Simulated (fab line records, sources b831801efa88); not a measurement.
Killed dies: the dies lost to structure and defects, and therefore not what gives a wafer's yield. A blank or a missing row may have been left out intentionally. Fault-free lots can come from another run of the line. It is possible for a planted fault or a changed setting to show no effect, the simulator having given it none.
Which tool was responsible? ; flow sky130 ; 14 lots with 42 wafers sampled at 3 steps, on a route of 708 steps

## WHAT THE GAUGES SHOWED, per wafer
SKY_LI_CONTACT_RS_MEAS_22: a four-point-probe measurement. Usual: LI_CONTACT_W_RS typically reads 0.2855 ohm/sq, with standard deviation 0.0026.
lot;measured;on;LI_CONTACT_W_RS (ohm/sq);flag
L892;day 29 10:28;film-metro-03;0.2858 0.2842 0.2846;
L894;day 29 23:17;film-metro-02;0.2829 0.2861 0.2874;
L897;day 30 20:15;film-metro-04;0.2877 0.2879 0.2900;
L898;day 31 14:02;film-metro-04;0.2863 0.2865 0.2874;
L899;day 31 16:50;film-metro-03;0.2817 0.2805 0.2824;
L900;day 31 22:24;film-metro-02;0.2873 0.2855 0.2858;
L901;day 32 06:35;film-metro-03;0.2875 0.2865 0.2881;
L904;day 33 07:12;film-metro-03;0.2864 0.2834 0.2848;
L905;day 33 13:36;film-metro-04;0.2588 0.2597 0.2616;OFF
L906;day 33 16:58;film-metro-03;0.2833 0.2842 0.2830;
L907;day 34 04:14;film-metro-04;0.2619 0.2625 0.2632;OFF
L909;day 34 20:06;film-metro-03;0.2869 0.2847 0.2867;
L911;day 35 10:55;film-metro-02;0.2843 0.2869 0.2806;
L915;day 36 14:26;film-metro-02;0.2880 0.2850 0.2899;

SKY_LI_CONTACT_THK_MEAS_23: measures by xrf. Usual: LI_CONTACT_W_THK typically reads 415 nm, with standard deviation 7.
lot;measured;on;LI_CONTACT_W_THK (nm);flag
L892;day 29 10:35;film-metro-03;415 419 416;
L894;day 29 23:25;film-metro-02;426 422 422;
L897;day 30 20:21;film-metro-04;403 400 398;
L898;day 31 14:09;film-metro-04;403 405 401;
L899;day 31 16:56;film-metro-03;415 418 417;
L900;day 31 22:31;film-metro-02;418 425 425;
L901;day 32 06:42;film-metro-03;416 416 416;
L904;day 33 07:19;film-metro-03;418 422 423;
L905;day 33 13:43;film-metro-04;450 449 443;OFF
L906;day 33 17:05;film-metro-03;422 420 425;
L907;day 34 04:20;film-metro-04;448 446 445;OFF
L909;day 34 20:13;film-metro-03;420 426 421;
L911;day 35 11:02;film-metro-02;419 417 428;
L915;day 36 14:33;film-metro-02;414 417 412;

## TOOL THAT RAN EACH LOT (tool first, then ch and the chambers of the sampled wafers, then the start)
lot;SKY_LI_CONTACT_CVD_21
L892;cvd-w-02 ch 1, day 29 10:20
L894;cvd-w-01 ch 0,1, day 29 23:10
L897;cvd-w-01 ch 0,1, day 30 20:08
L898;cvd-w-02 ch 0,1, day 31 13:54
L899;cvd-w-01 ch 0, day 31 16:38
L900;cvd-w-01 ch 0,1, day 31 22:16
L901;cvd-w-02 ch 0,1, day 32 06:27
L904;cvd-w-01 ch 0,1, day 33 07:04
L905;cvd-w-01 ch 0,1, day 33 13:27
L906;cvd-w-02 ch 0,1, day 33 16:50
L907;cvd-w-01 ch 0,1, day 34 04:07
L909;cvd-w-02 ch 0,1, day 34 19:58
L911;cvd-w-02 ch 0,1, day 35 10:47
L915;cvd-w-01 ch 0,1, day 36 14:18
- SKY_LI_CONTACT_CVD_21: deposits W, target thk 400 nm, time 120.56 s.

## WHAT THE TOOLS THEMSELVES READ (means of the sampled wafers that have a number; where no wafer has one, the mark that the record gives instead)
SKY_LI_CONTACT_CVD_21. Usual: chamber-pressure-Torr 40.00 Torr, standard deviation 0.076; heater-power-w 837 W, standard deviation 51.
lot;tool;chamber-pressure-Torr (Torr);heater-power-w (W);flag
L892;cvd-w-02;40.12;802;
L894;cvd-w-01;40.01;813;
L897;cvd-w-01;39.99;807;
L898;cvd-w-02;40.04;857;
L899;cvd-w-01;39.98;885;
L900;cvd-w-01;40.07;858;
L901;cvd-w-02;39.89;853;
L904;cvd-w-01;40.04;814;
L905;cvd-w-01;47.14;848;OFF
L906;cvd-w-02;40.03;856;
L907;cvd-w-01;47.14;841;OFF
L909;cvd-w-02;40.03;865;
L911;cvd-w-02;39.96;871;
L915;cvd-w-01;40.03;845;

## THE ANSWER, worked out from the rows above alone
Rule: lot off if the mean of its wafers having a number is beyond 3 standard deviations from the usual mean. A lot without any number at a reading at which 4 lots or more have one is off too. The other lots that the step has rows for count as sound. Order of review: gauges by route order, followed by the tools' own readings, for which a lot's mean as printed above is used. The first step at which some lot is off is used, and at that step the reading that is off furthest; a lot without a number counts as furthest.
Off: at SKY_LI_CONTACT_RS_MEAS_22 (LI_CONTACT_W_RS), L905, L907.
If a tool, at a process step before that reading, ran all the lots that are off and no sound lot after the first of them, it fits. Not tried: the gauges at SKY_LI_CONTACT_RS_MEAS_22; whatever is off there is also off at SKY_LI_CONTACT_CVD_21, on other tools, and gauge error can't account for it. Not one of the candidates tried fits.

## WHAT THE SIMULATOR PUT IN
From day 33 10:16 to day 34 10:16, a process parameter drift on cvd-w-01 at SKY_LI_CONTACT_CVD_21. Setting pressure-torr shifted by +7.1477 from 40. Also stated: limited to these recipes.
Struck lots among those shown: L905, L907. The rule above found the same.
